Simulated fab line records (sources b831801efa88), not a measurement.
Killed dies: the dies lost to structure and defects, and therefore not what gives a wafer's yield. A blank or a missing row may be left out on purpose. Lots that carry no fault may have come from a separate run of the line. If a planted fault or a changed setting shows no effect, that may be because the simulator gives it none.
fab line records | flow sky130 | part 1 of 2: steps 1 to 29 of 40
record: lots: 5 | wafers: 15 | lastDay: 49
route steps=708 shown LDD_LDN@289 SPACER@304 POLY_CUT@307 SD_P@320
lots that met no fault: taken from a fault-free run of the same line
startH: start of the lot's first displayed wafer, in hours after the record's first day | waitH: hours elapsed since this lot's preceding step | " unchanged from the row above | L1.1+2: a row that stands for several wafers | - either no value or no given start | * or withheld: withheld | < > ~ a bound
route shown NAME@n: names a module that has steps shown in the file, with the first one's number in the route | usual: average and standard deviation across the fault-free wafers | same: alike in all rows | chamber/n: place in a boat | sites: the reading at each site | _std_site: how widely they spread, as a standard deviation | _edge_site: mean of outer sites minus mean of inner sites | radiusMm: how far each site lies from the wafer's centre | mask NAME#n: copy n | behind: tool/chamber where the wafer was last shaped | hold: cause of the lot's hold/its duration in hours/its outcome | device: transistor that didn't switch, given as n, p or np | end of line: tests run on the same wafers once the route is complete | a step with no rows: only its recipe | killed: the dies lost at the first sort to structure and to defects; this is not the yield of the wafer | map: shows each die of a wafer: x if killed, . if not, _ if none is there
set.NAME: the setting as run; set.NAME@STEP: as run at that earlier step | model.NAME: the simulator's own value behind a step, which no gauge read
lots at some steps of the route; a table a step, a row a wafer
services: from which hour (startH, from the record's first day; less than 0 if before it) a tool's chamber was out of use, for how many hours, and why
== steps ==
step: SKY_LDD_LDN_DEHYDRATE_00
recipe: tempC: 200 | timeS: 60
same: timeS: 60
lot.wafer  | tool          | chamber | startH | waitH
L074.3+4+5 | lithoTrack-01 | 0       | 506.65 | 14.5
L084.2+3+5 | lithoTrack-01 | 0       | 597.13 | 13.2
L087.2+4+6 | lithoTrack-01 | 0       | 616.88 | 14.4
L090.4+5+6 | lithoTrack-03 | 0       | 659.79 | 13.1
L091.2+3+5 | lithoTrack-02 | 0       | 662.06 | 13.1
step: SKY_LDD_LDN_HMDS_01
recipe: primeTimeS: 60 | primeTempC: 120
usual: primeTempC: 119.99/0.13
lot.wafer | tool          | chamber | startH | waitH | primeTempC
L074.3    | lithoTrack-01 | 0       | 506.80 | 0.1   | 120.18
L074.4    | "             | 0       | "      | "     | 120.06
L074.5    | "             | 0       | "      | "     | 120.13
L084.2    | lithoTrack-01 | 0       | 597.28 | 0.1   | 120.05
L084.3    | "             | 0       | "      | "     | 120.09
L084.5    | "             | 0       | "      | "     | 119.99
L087.2    | lithoTrack-01 | 0       | 617.03 | 0.1   | 119.93
L087.4    | "             | 0       | "      | "     | 119.94
L087.6    | "             | 0       | "      | "     | 120.03
L090.4    | lithoTrack-03 | 0       | 659.94 | 0.1   | 119.99
L090.5    | "             | 0       | "      | "     | 119.94
L090.6    | "             | 0       | "      | "     | 120.14
L091.2    | lithoTrack-02 | 0       | 662.21 | 0.1   | 120.24
L091.3    | "             | 0       | "      | "     | 120.08
L091.5    | "             | 0       | "      | "     | 120.04
step: SKY_LDD_LDN_COAT_02
recipe: resist: NOVOLAK | spinRpm: 3000 | resistThkNm: 1140
lot.wafer  | tool          | chamber | startH | waitH
L074.3+4+5 | lithoTrack-01 | 0       | 506.95 | 0.1
L084.2+3+5 | lithoTrack-01 | 0       | 597.43 | 0.1
L087.2+4+6 | lithoTrack-01 | 0       | 617.18 | 0.1
L090.4+5+6 | lithoTrack-03 | 0       | 660.09 | 0.1
L091.2+3+5 | lithoTrack-02 | 0       | 662.36 | 0.1
step: SKY_LDD_LDN_SOFTBAKE_03
recipe: tempC: 90 | timeS: 60 | resist: NOVOLAK
same: timeS: 60
lot.wafer  | tool          | chamber | startH | waitH
L074.3+4+5 | lithoTrack-01 | 0       | 507.10 | 0.1
L084.2+3+5 | lithoTrack-01 | 0       | 597.58 | 0.1
L087.2+4+6 | lithoTrack-01 | 0       | 617.33 | 0.1
L090.4+5+6 | lithoTrack-03 | 0       | 660.24 | 0.1
L091.2+3+5 | lithoTrack-02 | 0       | 662.51 | 0.1
step: SKY_LDD_LDN_EXPOSE_04
recipe: maskId: LDNTM | na: 0.6 | sourceShape: conventional | sigmaOuter: 0.6 | polarization: unpolarized | targetCdNm: 700 | doseMj: 140
usual: exposureDoseMJCm2: 139.94/0.14
lot.wafer | tool            | chamber | startH | waitH | mask    | exposureDoseMJCm2
L074.3    | ilineStepper-02 | 0       | -      | -     | LDNTM#0 | 140.12
L074.4    | "               | 0       | "      | "     | LDNTM#0 | 140.13
L074.5    | "               | 0       | "      | "     | LDNTM#0 | 140.11
L084.2    | ilineStepper-02 | 0       | -      | -     | LDNTM#0 | 139.86
L084.3    | "               | 0       | "      | "     | LDNTM#0 | 140.00
L084.5    | "               | 0       | "      | "     | LDNTM#0 | 139.82
L087.2    | ilineStepper-02 | 0       | -      | -     | LDNTM#0 | 139.92
L087.4    | "               | 0       | "      | "     | LDNTM#0 | 140.10
L087.6    | "               | 0       | "      | "     | LDNTM#0 | 139.78
L090.4    | ilineStepper-02 | 0       | -      | -     | LDNTM#0 | 140.17
L090.5    | "               | 0       | "      | "     | LDNTM#0 | 140.08
L090.6    | "               | 0       | "      | "     | LDNTM#0 | 139.93
L091.2    | ilineStepper-01 | 0       | -      | -     | LDNTM#0 | 139.88
L091.3    | "               | 0       | "      | "     | LDNTM#0 | 139.97
L091.5    | "               | 0       | "      | "     | LDNTM#0 | 139.96
step: SKY_LDD_LDN_PEB_05
recipe: tempC: withheld | timeS: * | resist: NOVOLAK
same: timeS: *
lot.wafer  | tool          | chamber | startH | waitH
L074.3+4+5 | lithoTrack-02 | 0       | -      | -
L084.2+3+5 | lithoTrack-01 | 0       | -      | -
L087.2+4+6 | lithoTrack-03 | 0       | -      | -
L090.4+5+6 | lithoTrack-02 | 0       | -      | -
L091.2+3+5 | lithoTrack-02 | 0       | -      | -
step: SKY_LDD_LDN_DEVELOP_06
recipe: resist: NOVOLAK | developer: TMAH | developTimeS: 60 | devTempC: 23
lot.wafer  | tool          | chamber | startH | waitH
L074.3+4+5 | lithoTrack-02 | 0       | 522.99 | 0.1
L084.2+3+5 | lithoTrack-01 | 0       | 613.18 | 0.1
L087.2+4+6 | lithoTrack-03 | 0       | 631.19 | 0.1
L090.4+5+6 | lithoTrack-02 | 0       | 674.76 | 0.1
L091.2+3+5 | lithoTrack-02 | 0       | 676.81 | 0.1
step: SKY_LDD_LDN_OVL_MEAS_07
usual: LDD_LDN_OVL: -0.2/1.3
lot.wafer | tool       | chamber | startH | waitH | LDD_LDN_OVL[nm]
L074.3    | overlay-02 | -       | 523.10 | 0.1   | -1.5
L074.4    | "          | -       | "      | "     | 0.7
L074.5    | "          | -       | "      | "     | 0.4
L084.2    | overlay-01 | -       | 613.31 | 0.1   | 1.0
L084.3    | "          | -       | "      | "     | -0.3
L084.5    | "          | -       | "      | "     | 0.7
L087.2    | overlay-02 | -       | 631.32 | 0.1   | -3.2
L087.4    | "          | -       | "      | "     | -1.3
L087.6    | "          | -       | "      | "     | -0.5
L090.4    | overlay-02 | -       | 674.85 | 0.1   | -2.1
L090.5    | "          | -       | "      | "     | 1.1
L090.6    | "          | -       | "      | "     | 1.3
L091.2    | overlay-01 | -       | 676.94 | 0.1   | -0.9
L091.3    | "          | -       | "      | "     | -2.0
L091.5    | "          | -       | "      | "     | 0.3
step: SKY_LDD_LDN_IMPLANT_08
recipe: species: As | energyKev: 15 | doseCm2: 1.25e+13 | tiltDeg: withheld | rotationDeg: 23
usual: beamOnS: 9.97/0.19
same: implantIonAmu: 75
lot.wafer | tool         | chamber | startH | waitH | beamOnS
L074.3    | implanter-01 | 0       | 523.17 | 0.1   | 10.03
L074.4    | "            | 0       | "      | "     | 10.22
L074.5    | "            | 0       | "      | "     | 10.18
L084.2    | implanter-01 | 0       | 613.36 | 0.0   | 9.59
L084.3    | "            | 0       | "      | "     | 9.84
L084.5    | "            | 0       | "      | "     | 9.95
L087.2    | implanter-01 | 0       | 631.37 | 0.0   | 10.03
L087.4    | "            | 0       | "      | "     | 9.89
L087.6    | "            | 0       | "      | "     | 9.79
L090.4    | implanter-01 | 0       | 674.95 | 0.1   | 9.91
L090.5    | "            | 0       | "      | "     | 9.94
L090.6    | "            | 0       | "      | "     | 9.83
L091.2    | implanter-02 | 0       | 677.00 | 0.0   | 10.00
L091.3    | "            | 0       | "      | "     | 10.02
L091.5    | "            | 0       | "      | "     | 9.72
step: SKY_LDD_LDN_IMPLANT_09
recipe: species: As | energyKev: 15 | doseCm2: 1.25e+13 | tiltDeg: withheld | rotationDeg: 113
usual: beamOnS: 10.01/0.2
same: implantIonAmu: 75
lot.wafer | tool         | chamber | startH | waitH | beamOnS
L074.3    | implanter-01 | 0       | 523.32 | 0.1   | 10.21
L074.4    | "            | 0       | "      | "     | 10.22
L074.5    | "            | 0       | "      | "     | 9.85
L084.2    | implanter-01 | 0       | 613.51 | 0.1   | 10.35
L084.3    | "            | 0       | "      | "     | 9.88
L084.5    | "            | 0       | "      | "     | 9.58
L087.2    | implanter-01 | 0       | 631.52 | 0.1   | 9.84
L087.4    | "            | 0       | "      | "     | 10.21
L087.6    | "            | 0       | "      | "     | 9.75
L090.4    | implanter-01 | 0       | 675.10 | 0.1   | 10.39
L090.5    | "            | 0       | "      | "     | 9.64
L090.6    | "            | 0       | "      | "     | 9.99
L091.2    | implanter-02 | 0       | 677.15 | 0.1   | 9.55
L091.3    | "            | 0       | "      | "     | 9.82
L091.5    | "            | 0       | "      | "     | 10.32
step: SKY_LDD_LDN_IMPLANT_10
recipe: species: As | energyKev: 15 | doseCm2: 1.25e+13 | tiltDeg: withheld | rotationDeg: 203
usual: beamOnS: 10.01/0.21
same: implantIonAmu: 75
lot.wafer | tool         | chamber | startH | waitH | beamOnS
L074.3    | implanter-01 | 0       | 523.47 | 0.1   | 10.07
L074.4    | "            | 0       | "      | "     | 10.18
L074.5    | "            | 0       | "      | "     | 10.30
L084.2    | implanter-01 | 0       | 613.66 | 0.1   | 10.18
L084.3    | "            | 0       | "      | "     | 9.96
L084.5    | "            | 0       | "      | "     | 9.97
L087.2    | implanter-01 | 0       | 631.67 | 0.1   | 10.52
L087.4    | "            | 0       | "      | "     | 10.06
L087.6    | "            | 0       | "      | "     | 10.09
L090.4    | implanter-01 | 0       | 675.25 | 0.1   | 9.76
L090.5    | "            | 0       | "      | "     | 9.93
L090.6    | "            | 0       | "      | "     | 9.83
L091.2    | implanter-02 | 0       | 677.30 | 0.1   | 10.01
L091.3    | "            | 0       | "      | "     | 10.14
L091.5    | "            | 0       | "      | "     | 9.71
step: SKY_LDD_LDN_IMPLANT_11
recipe: species: As | energyKev: 15 | doseCm2: 1.25e+13 | tiltDeg: withheld | rotationDeg: 293
usual: beamOnS: 10.02/0.21
same: implantIonAmu: 75
lot.wafer | tool         | chamber | startH | waitH | beamOnS
L074.3    | implanter-01 | 0       | 523.62 | 0.1   | 10.01
L074.4    | "            | 0       | "      | "     | 9.81
L074.5    | "            | 0       | "      | "     | 10.38
L084.2    | implanter-01 | 0       | 613.81 | 0.1   | 10.44
L084.3    | "            | 0       | "      | "     | 9.75
L084.5    | "            | 0       | "      | "     | 9.72
L087.2    | implanter-01 | 0       | 631.82 | 0.1   | 10.32
L087.4    | "            | 0       | "      | "     | 10.04
L087.6    | "            | 0       | "      | "     | 10.09
L090.4    | implanter-01 | 0       | 675.40 | 0.1   | 9.86
L090.5    | "            | 0       | "      | "     | 10.08
L090.6    | "            | 0       | "      | "     | 9.77
L091.2    | implanter-02 | 0       | 677.45 | 0.1   | 10.24
L091.3    | "            | 0       | "      | "     | 9.83
L091.5    | "            | 0       | "      | "     | 9.83
step: SKY_LDD_LDN_STRIP_12
recipe: chemistry: O2/N2 | powerW: 1400 | pressureMtorr: 1500 | platenTempC: withheld | o2FlowSccm: 3000 | n2FlowSccm: 300 | overashFraction: 0.5
usual: drypumpMotorCurrentA: 5.7/0.32 | oesProductAu: 0.716/0.0045 | stripTimeToEndpointS: 14.19/0.036
same: overashFraction: 0.5
lot.wafer | tool           | chamber | startH | waitH | drypumpMotorCurrentA | oesProductAu | rfHoursCounterH | stripTimeToEndpointS
L074.3    | plasmaAsher-04 | 1       | 523.76 | 0.1   | 5.9                  | 0.711        | -               | 14.24
L074.4    | "              | 0       | "      | "     | 5.8                  | 0.721        | -               | 14.21
L074.5    | "              | 0       | "      | "     | 5.8                  | 0.717        | -               | 14.26
L084.2    | plasmaAsher-04 | 0       | 613.94 | 0.1   | 5.8                  | 0.711        | 92              | 14.13
L084.3    | "              | 1       | "      | "     | 5.8                  | 0.710        | -               | 14.20
L084.5    | "              | 0       | "      | "     | 5.7                  | 0.714        | -               | 14.16
L087.2    | plasmaAsher-04 | 0       | 631.95 | 0.1   | 5.8                  | 0.716        | 94              | 14.23
L087.4    | "              | 0       | "      | "     | 5.8                  | 0.722        | -               | 14.20
L087.6    | "              | 0       | "      | "     | 5.8                  | 0.715        | -               | 14.23
L090.4    | plasmaAsher-04 | 1       | 675.51 | 0.1   | 5.9                  | 0.718        | -               | 14.16
L090.5    | "              | 1       | "      | "     | 5.9                  | 0.722        | -               | 14.14
L090.6    | "              | 0       | "      | "     | 5.8                  | 0.713        | -               | 14.19
L091.2    | plasmaAsher-02 | 1       | 677.57 | 0.1   | 5.4                  | 0.717        | 50              | 14.18
L091.3    | "              | 0       | "      | "     | 6.6                  | 0.727        | -               | 14.13
L091.5    | "              | 0       | "      | "     | 6.6                  | 0.715        | -               | 14.18
step: SKY_LDD_LDN_TW_MEAS_13
usual: LDD_LDN_TW: 1487/10
lot.wafer | tool         | chamber | startH | waitH | LDD_LDN_TW
L074.3    | filmMetro-02 | -       | 523.84 | 0.1   | 1498
L074.4    | "            | -       | "      | "     | 1500
L074.5    | "            | -       | "      | "     | 1501
L084.2    | filmMetro-02 | -       | 614.05 | 0.1   | 1490
L084.3    | "            | -       | "      | "     | 1497
L084.5    | "            | -       | "      | "     | 1492
L087.2    | filmMetro-04 | -       | 632.06 | 0.1   | 1497
L087.4    | "            | -       | "      | "     | 1490
L087.6    | "            | -       | "      | "     | 1498
L090.4    | filmMetro-04 | -       | 675.60 | 0.1   | 1495
L090.5    | "            | -       | "      | "     | 1492
L090.6    | "            | -       | "      | "     | 1503
L091.2    | filmMetro-01 | -       | 677.68 | 0.1   | 1478
L091.3    | "            | -       | "      | "     | 1479
L091.5    | "            | -       | "      | "     | 1478
step: SKY_LDD_LDN_CLEAN_14
recipe: chemistry: SC1/SC2 | mix: 1:4:20 | tempC: 70 | timeS: 150 | dry: n2Spin
usual: bathGuardTempC: 70.2/0.48
same: timeS: 150
lot.wafer | tool        | chamber | startH | waitH | bathGuardTempC
L074.3    | wetBench-03 | 2       | 523.88 | 0.0   | 69.6
L074.4    | "           | 2       | "      | "     | 70.0
L074.5    | "           | 2       | "      | "     | 69.7
L084.2    | wetBench-04 | 1       | 614.10 | 0.0   | 70.6
L084.3    | "           | 1       | "      | "     | 70.5
L084.5    | "           | 1       | "      | "     | 70.7
L087.2    | wetBench-03 | 0       | 632.11 | 0.0   | 70.4
L087.4    | "           | 0       | "      | "     | 70.5
L087.6    | "           | 0       | "      | "     | 70.1
L090.4    | wetBench-03 | 2       | 675.63 | 0.0   | 69.9
L090.5    | "           | 2       | "      | "     | 70.0
L090.6    | "           | 2       | "      | "     | 69.5
L091.2    | wetBench-01 | 3       | 677.73 | 0.0   | 70.1
L091.3    | "           | 3       | "      | "     | 70.4
L091.5    | "           | 3       | "      | "     | 70.4
step: SKY_SPACER_CVD_00
recipe: material: Si3N4 | precursor: DCS/NH3 | targetThkNm: 43.1 | tempC: 770 | timeS: 740 | pressureMtorr: 250
same: timeS: 740
lot.wafer  | tool     | chamber | startH | waitH
L074.3+4+5 | lpcvd-02 | 0       | 527.83 | 3.9
L084.2+3+5 | lpcvd-02 | 1       | 614.99 | 0.8
L087.2+4+6 | lpcvd-02 | 0       | 632.56 | 0.4
L090.4+5+6 | lpcvd-02 | 0       | 675.69 | 0.0
L091.2+3+5 | lpcvd-02 | 1       | 677.78 | 0.0
step: SKY_SPACER_THK_MEAS_01
recipe: reads: Si3N4_of_SPACER_CVD_00
usual: SPACER_CVD_00_THK: 43.2/0.38
lot.wafer | tool         | chamber | startH | waitH | SPACER_CVD_00_THK[nm]
L074.3    | filmMetro-03 | -       | 529.66 | 0.0   | 43.9
L074.4    | "            | -       | "      | "     | 44.0
L074.5    | "            | -       | "      | "     | 43.9
L084.2    | filmMetro-03 | -       | 616.20 | 0.0   | 43.1
L084.3    | "            | -       | "      | "     | 43.0
L084.5    | "            | -       | "      | "     | 43.2
L087.2    | filmMetro-04 | -       | 633.77 | 0.0   | 42.8
L087.4    | "            | -       | "      | "     | 43.1
L087.6    | "            | -       | "      | "     | 42.8
L090.4    | filmMetro-04 | -       | 676.92 | 0.0   | 42.9
L090.5    | "            | -       | "      | "     | 42.7
L090.6    | "            | -       | "      | "     | 43.1
L091.2    | filmMetro-04 | -       | 679.60 | 0.0   | 43.2
L091.3    | "            | -       | "      | "     | 43.3
L091.5    | "            | -       | "      | "     | 43.2
step: SKY_SPACER_ETCHBACK_02
recipe: chemistry: CH3F/O2 | target: Si3N4 | stopOn: SiO2 | sourceW: 400 | biasW: 80 | pressureMtorr: 25 | ch3fFlowSccm: 40 | O2_flow_sccm: 30 | timeS: 46.7 | targetDepthA: 450
usual: drypumpMotorCurrentA: 5.6/0.54 | oesProductAu: 0.857/0.006 | throttleValvePct: 10.563/0.009
same: timeS: 46.7
lot.wafer | tool       | chamber | startH | waitH | drypumpMotorCurrentA | oesProductAu | rfHoursCounterH | throttleValvePct
L074.3    | rieDiel-03 | 2       | 529.70 | 0.0   | 5.7                  | 0.863        | 3               | 10.573
L074.4    | "          | 0       | "      | "     | 5.1                  | 0.868        | 13              | 10.566
L074.5    | "          | 1       | "      | "     | 4.8                  | 0.867        | -               | 10.579
L084.2    | rieDiel-04 | 1       | 616.25 | 0.0   | 5.3                  | 0.856        | 5               | 10.563
L084.3    | "          | 3       | "      | "     | 5.7                  | 0.867        | 26              | 10.560
L084.5    | "          | 2       | "      | "     | 5.6                  | 0.855        | -               | 10.564
L087.2    | rieDiel-03 | 3       | 633.82 | 0.0   | 6.4                  | 0.850        | 5               | 10.555
L087.4    | "          | 1       | "      | "     | 4.8                  | 0.852        | 5               | 10.550
L087.6    | "          | 3       | "      | "     | 6.4                  | 0.846        | -               | 10.568
L090.4    | rieDiel-04 | 0       | 676.95 | 0.0   | 6.0                  | 0.852        | 3               | 10.566
L090.5    | "          | 0       | "      | "     | 6.0                  | 0.853        | -               | 10.558
L090.6    | "          | 1       | "      | "     | 5.3                  | 0.848        | -               | 10.554
L091.2    | rieDiel-03 | 1       | 679.65 | 0.0   | 4.8                  | 0.847        | 6               | 10.565
L091.3    | "          | 3       | "      | "     | 6.4                  | 0.864        | 6               | 10.556
L091.5    | "          | 0       | "      | "     | 5.1                  | 0.860        | -               | 10.552
step: SKY_POLY_CUT_DEHYDRATE_00
recipe: tempC: 200 | timeS: 60
same: timeS: 60
lot.wafer  | tool          | chamber | startH | waitH
L074.3+4+5 | lithoTrack-01 | 0       | 544.25 | 14.5
L084.2+3+5 | lithoTrack-01 | 0       | 629.48 | 13.2
L087.2+4+6 | lithoTrack-01 | 0       | 647.63 | 13.8
L090.4+5+6 | lithoTrack-02 | 0       | 689.86 | 12.9
L091.2+3+5 | lithoTrack-02 | 0       | 693.36 | 13.7
step: SKY_POLY_CUT_HMDS_01
recipe: primeTimeS: 60 | primeTempC: 120
usual: primeTempC: 119.99/0.14
lot.wafer | tool          | chamber | startH | waitH | primeTempC
L074.3    | lithoTrack-01 | 0       | 544.40 | 0.1   | 120.06
L074.4    | "             | 0       | "      | "     | 120.00
L074.5    | "             | 0       | "      | "     | 120.22
L084.2    | lithoTrack-01 | 0       | 629.63 | 0.1   | 119.81
L084.3    | "             | 0       | "      | "     | 120.01
L084.5    | "             | 0       | "      | "     | 120.07
L087.2    | lithoTrack-01 | 0       | 647.78 | 0.1   | 119.98
L087.4    | "             | 0       | "      | "     | 119.95
L087.6    | "             | 0       | "      | "     | 120.03
L090.4    | lithoTrack-02 | 0       | 690.01 | 0.1   | 119.94
L090.5    | "             | 0       | "      | "     | 119.67
L090.6    | "             | 0       | "      | "     | 119.99
L091.2    | lithoTrack-02 | 0       | 693.51 | 0.1   | 119.84
L091.3    | "             | 0       | "      | "     | 120.11
L091.5    | "             | 0       | "      | "     | 119.99
step: SKY_POLY_CUT_COAT_02
recipe: resist: BARC | tempC: withheld | timeS: withheld | spinRpm: 3000 | resistThkNm: 60
lot.wafer  | tool          | chamber | startH | waitH
L074.3+4+5 | lithoTrack-01 | 0       | 544.55 | 0.1
L084.2+3+5 | lithoTrack-01 | 0       | 629.78 | 0.1
L087.2+4+6 | lithoTrack-01 | 0       | 647.93 | 0.1
L090.4+5+6 | lithoTrack-02 | 0       | 690.16 | 0.1
L091.2+3+5 | lithoTrack-02 | 0       | 693.66 | 0.1
step: SKY_POLY_CUT_COAT_03
recipe: resist: KrF-thick | spinRpm: 3000 | resistThkNm: 450
lot.wafer  | tool          | chamber | startH | waitH
L074.3+4+5 | lithoTrack-01 | 0       | -      | -
L084.2+3+5 | lithoTrack-01 | 0       | -      | -
L087.2+4+6 | lithoTrack-01 | 0       | -      | -
L090.4+5+6 | lithoTrack-02 | 0       | -      | -
L091.2+3+5 | lithoTrack-02 | 0       | -      | -
step: SKY_POLY_CUT_SOFTBAKE_04
recipe: tempC: 100 | timeS: 90 | resist: KrF-thick
same: timeS: 90
lot.wafer  | tool          | chamber | startH | waitH
L074.3+4+5 | lithoTrack-01 | 0       | -      | -
L084.2+3+5 | lithoTrack-01 | 0       | -      | -
L087.2+4+6 | lithoTrack-01 | 0       | -      | -
L090.4+5+6 | lithoTrack-02 | 0       | -      | -
L091.2+3+5 | lithoTrack-02 | 0       | -      | -
step: SKY_POLY_CUT_EXPOSE_05
recipe: maskId: NPCM | na: 0.8 | sourceShape: annular | sigmaInner: 0.55 | sigmaOuter: 0.85 | targetCdNm: 270 | doseMj: 32
usual: exposureDoseMJCm2: 31.96/0.043
same: sigmaInner: 0.55
lot.wafer | tool          | chamber | startH | waitH | mask   | exposureDoseMJCm2
L074.3    | krfScanner-01 | 0       | -      | -     | NPCM#0 | 31.93
L074.4    | "             | 0       | "      | "     | NPCM#0 | 31.99
L074.5    | "             | 0       | "      | "     | NPCM#0 | 31.93
L084.2    | krfScanner-01 | 0       | -      | -     | NPCM#0 | 31.90
L084.3    | "             | 0       | "      | "     | NPCM#0 | 31.94
L084.5    | "             | 0       | "      | "     | NPCM#0 | 31.92
L087.2    | krfScanner-02 | 0       | -      | -     | NPCM#0 | 32.00
L087.4    | "             | 0       | "      | "     | NPCM#0 | 32.03
L087.6    | "             | 0       | "      | "     | NPCM#0 | 31.99
L090.4    | krfScanner-01 | 0       | -      | -     | NPCM#0 | 31.99
L090.5    | "             | 0       | "      | "     | NPCM#0 | 31.91
L090.6    | "             | 0       | "      | "     | NPCM#0 | 31.95
L091.2    | krfScanner-02 | 0       | -      | -     | NPCM#0 | 31.94
L091.3    | "             | 0       | "      | "     | NPCM#0 | 31.99
L091.5    | "             | 0       | "      | "     | NPCM#0 | 31.93
step: SKY_POLY_CUT_PEB_06
recipe: pebTempC: withheld | pebTimeS: withheld | resist: KrF-thick
lot.wafer  | tool          | chamber | startH | waitH
L074.3+4+5 | lithoTrack-02 | 0       | -      | -
L084.2+3+5 | lithoTrack-01 | 0       | -      | -
L087.2+4+6 | lithoTrack-01 | 0       | -      | -
L090.4+5+6 | lithoTrack-01 | 0       | -      | -
L091.2+3+5 | lithoTrack-04 | 0       | -      | -
step: SKY_POLY_CUT_DEVELOP_07
recipe: developTimeS: 60 | resist: KrF-thick | devTempC: 21
lot.wafer  | tool          | chamber | startH | waitH
L074.3+4+5 | lithoTrack-02 | 0       | -      | -
L084.2+3+5 | lithoTrack-01 | 0       | -      | -
L087.2+4+6 | lithoTrack-01 | 0       | -      | -
L090.4+5+6 | lithoTrack-01 | 0       | -      | -
L091.2+3+5 | lithoTrack-04 | 0       | -      | -
step: SKY_POLY_CUT_CD_MEAS_08
recipe: targetCdNm: 270
usual: cdNm: 270.1/1.2
lot.wafer | tool     | chamber | startH | waitH | cdNm
L074.3    | cdSem-02 | -       | 559.53 | -     | 270.1
L074.4    | "        | -       | "      | "     | 269.9
L074.5    | "        | -       | "      | "     | 271.0
L084.2    | cdSem-02 | -       | 645.05 | -     | 271.3
L084.3    | "        | -       | "      | "     | 271.0
L084.5    | "        | -       | "      | "     | 271.5
L087.2    | cdSem-01 | -       | 661.97 | -     | 269.4
L087.4    | "        | -       | "      | "     | 269.9
L087.6    | "        | -       | "      | "     | 270.0
L090.4    | cdSem-02 | -       | 705.51 | -     | 269.7
L090.5    | "        | -       | "      | "     | 271.1
L090.6    | "        | -       | "      | "     | 270.2
L091.2    | cdSem-01 | -       | 708.39 | -     | 272.6
L091.3    | "        | -       | "      | "     | 272.4
L091.5    | "        | -       | "      | "     | 272.2
step: SKY_POLY_CUT_OVL_MEAS_09
usual: POLY_CUT_OVL: -2/5.3
lot.wafer | tool       | chamber | startH | waitH | POLY_CUT_OVL[nm]
L074.3    | overlay-01 | -       | 559.62 | 0.1   | -5
L074.4    | "          | -       | "      | "     | -9
L074.5    | "          | -       | "      | "     | -6
L084.2    | overlay-01 | -       | 645.16 | 0.1   | -1
L084.3    | "          | -       | "      | "     | -1
L084.5    | "          | -       | "      | "     | 0
L087.2    | overlay-01 | -       | 662.08 | 0.1   | -2
L087.4    | "          | -       | "      | "     | -3
L087.6    | "          | -       | "      | "     | 4
L090.4    | overlay-01 | -       | 705.59 | 0.1   | -2
L090.5    | "          | -       | "      | "     | -5
L090.6    | "          | -       | "      | "     | -4
L091.2    | overlay-01 | -       | 708.49 | 0.1   | -3
L091.3    | "          | -       | "      | "     | 0
L091.5    | "          | -       | "      | "     | -4
step: SKY_POLY_CUT_ETCH_10
recipe: chemistry: N2/H2 | target: BARC | ionEnergyEv: 200 | sourceW: 500 | biasW: 100 | pressureMtorr: 30 | n2FlowSccm: 100 | h2FlowSccm: 200 | stopOn: SiO2 | timeS: 45.9 | targetDepthA: 600
usual: drypumpMotorCurrentA: 5.7/0.41 | oesProductAu: 0.855/0.0046 | throttleValvePct: 13.224/0.0094
same: timeS: 45.9
lot.wafer | tool       | chamber | startH | waitH | drypumpMotorCurrentA | oesProductAu | rfHoursCounterH | throttleValvePct
L074.3    | rieDiel-02 | 3       | 559.64 | 0.0   | 5.9                  | 0.854        | 50              | 13.222
L074.4    | "          | 0       | "      | "     | 5.9                  | 0.855        | 8               | 13.224
L074.5    | "          | 3       | "      | "     | 5.9                  | 0.854        | -               | 13.227
L084.2    | rieDiel-03 | 2       | 645.19 | 0.0   | 5.7                  | 0.853        | 5               | 13.227
L084.3    | "          | 1       | "      | "     | 4.8                  | 0.853        | 5               | 13.235
L084.5    | "          | 3       | "      | "     | 6.4                  | 0.855        | -               | 13.215
L087.2    | rieDiel-04 | 2       | 662.11 | 0.0   | 5.6                  | 0.867        | 16              | 13.233
L087.4    | "          | 1       | "      | "     | 5.3                  | 0.860        | 6               | 13.226
L087.6    | "          | 3       | "      | "     | 5.8                  | 0.855        | -               | 13.218
L090.4    | rieDiel-02 | 3       | 705.61 | 0.0   | 5.8                  | 0.855        | 53              | 13.229
L090.5    | "          | 2       | "      | "     | 5.8                  | 0.857        | -               | 13.208
L090.6    | "          | 1       | "      | "     | 5.9                  | 0.855        | -               | 13.218
L091.2    | rieDiel-03 | 3       | 708.52 | 0.0   | 6.4                  | 0.858        | 6               | 13.211
L091.3    | "          | 0       | "      | "     | 5.1                  | 0.855        | 16              | 13.219
L091.5    | "          | 1       | "      | "     | 4.8                  | 0.850        | -               | 13.232
